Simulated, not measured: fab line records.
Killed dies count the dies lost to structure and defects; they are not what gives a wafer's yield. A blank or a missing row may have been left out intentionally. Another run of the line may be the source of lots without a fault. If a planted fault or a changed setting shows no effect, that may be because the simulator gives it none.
Split-lot experiment | flow sky130 | on a route of 708 steps: 5 lots, 18 wafers read

== THE SPLIT ==
At SKY_METAL3_COAT_08 (resist thk 1140 nm), the setting spin-rpm was moved away from the recipe's 3000 rpm on 9 of the 18 wafers read, by -6.9% to +7.3%. The other wafers ran this setting at the recipe's value.

== FROM THE SPLIT TO THE READING: what the file shows between them, 2 steps ==
- SKY_METAL3_SOFTBAKE_09: time 90 s (also split here: temp-c)
- SKY_METAL3_ETCH_17: etches SiO2 in C4F8/O2/Ar, stops on TiN, time 3.9 s, target depth 15 nm (also split here: bias-w)

== THE READING ==
KrF-thick_of_METAL3_COAT_08.thk-nm (the simulator's own value, which no gauge read), in nm, at SKY_METAL3_METAL_ETCH_18 (etches the open film in Cl2/BCl3, stops on SiO2, target depth 845 nm, time 183.1 s). No usual value for it is given in the file. Here, 9 wafers ran the recipe; their average is 534.0 nm with a standard deviation of 8.7 nm.

wafer  | tool, chamber at the split | spin-rpm as run, rpm | against the recipe | KrF-thick_of_METAL3_COAT_08.thk-nm, nm | against lot-mates on the recipe
L074.1 | litho-track-02, 0          | 2850                 | -5.0%              | 548.3                                  | +20.0
L074.2 | litho-track-02, 0          | 2850                 | -5.0%              | 557.7                                  | +29.4
L074.3 | litho-track-02, 0          | 3000                 | recipe             | 528.3                                  | -
L075.1 | litho-track-01, 0          | 2792                 | -6.9%              | 589.4                                  | +47.1
L075.3 | litho-track-01, 0          | 2792                 | -6.9%              | 579.7                                  | +37.5
L075.4 | litho-track-01, 0          | 2792                 | -6.9%              | 577.5                                  | +35.2
L075.5 | litho-track-01, 0          | 3000                 | recipe             | 541.3                                  | -
L075.6 | litho-track-01, 0          | 3000                 | recipe             | 543.2                                  | -
L076.1 | litho-track-04, 0          | 3000                 | recipe             | 534.2                                  | -
L076.2 | litho-track-04, 0          | 3000                 | recipe             | 522.2                                  | -
L076.5 | litho-track-04, 0          | 3000                 | recipe             | 523.7                                  | -
L083.1 | litho-track-02, 0          | 3218                 | +7.3%              | 495.9                                  | -29.9
L083.3 | litho-track-02, 0          | 3218                 | +7.3%              | 498.1                                  | -27.7
L083.5 | litho-track-02, 0          | 3000                 | recipe             | 525.8                                  | -
L085.2 | litho-track-04, 0          | 3195                 | +6.5%              | 500.7                                  | -43.1
L085.3 | litho-track-04, 0          | 3000                 | recipe             | 543.7                                  | -
L085.4 | litho-track-04, 0          | 3195                 | +6.5%              | 501.7                                  | -42.1
L085.6 | litho-track-04, 0          | 3000                 | recipe             | 543.9                                  | -

THE FIT
A straight line over all 18 wafers: KrF-thick_of_METAL3_COAT_08.thk-nm changes by -5.6 nm for each +1% of spin-rpm; r = -0.95; the points scatter about the line by 8.8 nm.
The same after taking each lot's own level away (the mean of its wafers on the recipe; 18 wafers): -5.33 nm for each +1%; r = -0.97; scatter 6 nm.
That fit puts the effect of the largest move of spin-rpm on the reading at 39 nm.
Measured against the standard deviation above, the lots' own levels, which go from 525.80 to 543.80 nm, span 2.1 times it.
Consequently the slope shifts little with the lot-to-lot level, the two slopes agreeing.
Check: with one of the wafers moved furthest among these (+7.3%) left out of the fit, the line predicts -40.3 nm for it against its lot-mates. It came out at -29.9 nm against them.

== ADDITIONAL SPLITS CARRIED BY THESE WAFERS ==
These wafers also went through other splits before the reading. Each is held against what the fit with the lots' levels taken away leaves over:
other split on the same wafers | wafers away from the commonest value | r with KrF-thick_of_METAL3_COAT_08.thk-nm (lot level and that fit taken away)
SKY_CAPM_EXPOSE_09 dose-mj     | 3                                    | -0.12
SKY_METAL3_SOFTBAKE_09 temp-c  | 5                                    | -0.59
SKY_METAL3_ETCH_17 bias-w      | 6                                    | +0.31

== THE WHOLE CHAIN: every reading that the file lists as answering this split, in the file's order ==
step                     | what it does                                                                       | reading                                                                             | change (the file's fit)              | r (the file's)
SKY_METAL3_COAT_08       | resist thk 1140 nm                                                                 | KrF-thick_of_METAL3_COAT_08.thk-nm (the simulator's own value, which no gauge read) | -5.56 nm for each +1% of the setting | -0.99
SKY_METAL3_SOFTBAKE_09   | time 90 s                                                                          | KrF-thick_of_METAL3_COAT_08.thk-nm (the simulator's own value, which no gauge read) | -5.7 nm for each +1% of the setting  | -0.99
SKY_METAL3_METAL_ETCH_18 | etches the open film in Cl2/BCl3, stops on SiO2, target depth 845 nm, time 183.1 s | KrF-thick_of_METAL3_COAT_08.thk-nm (the simulator's own value, which no gauge read) | -5.47 nm for each +1% of the setting | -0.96
SKY_METAL3_STRIP_19      | strips in O2/N2                                                                    | strip-time-to-endpoint-s                                                            | withheld for each +1% of the setting | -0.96

== FILE'S OWN FIT ==
KrF-thick_of_METAL3_COAT_08.thk-nm changes by -5.47 nm for each +1% of spin-rpm, r = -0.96.
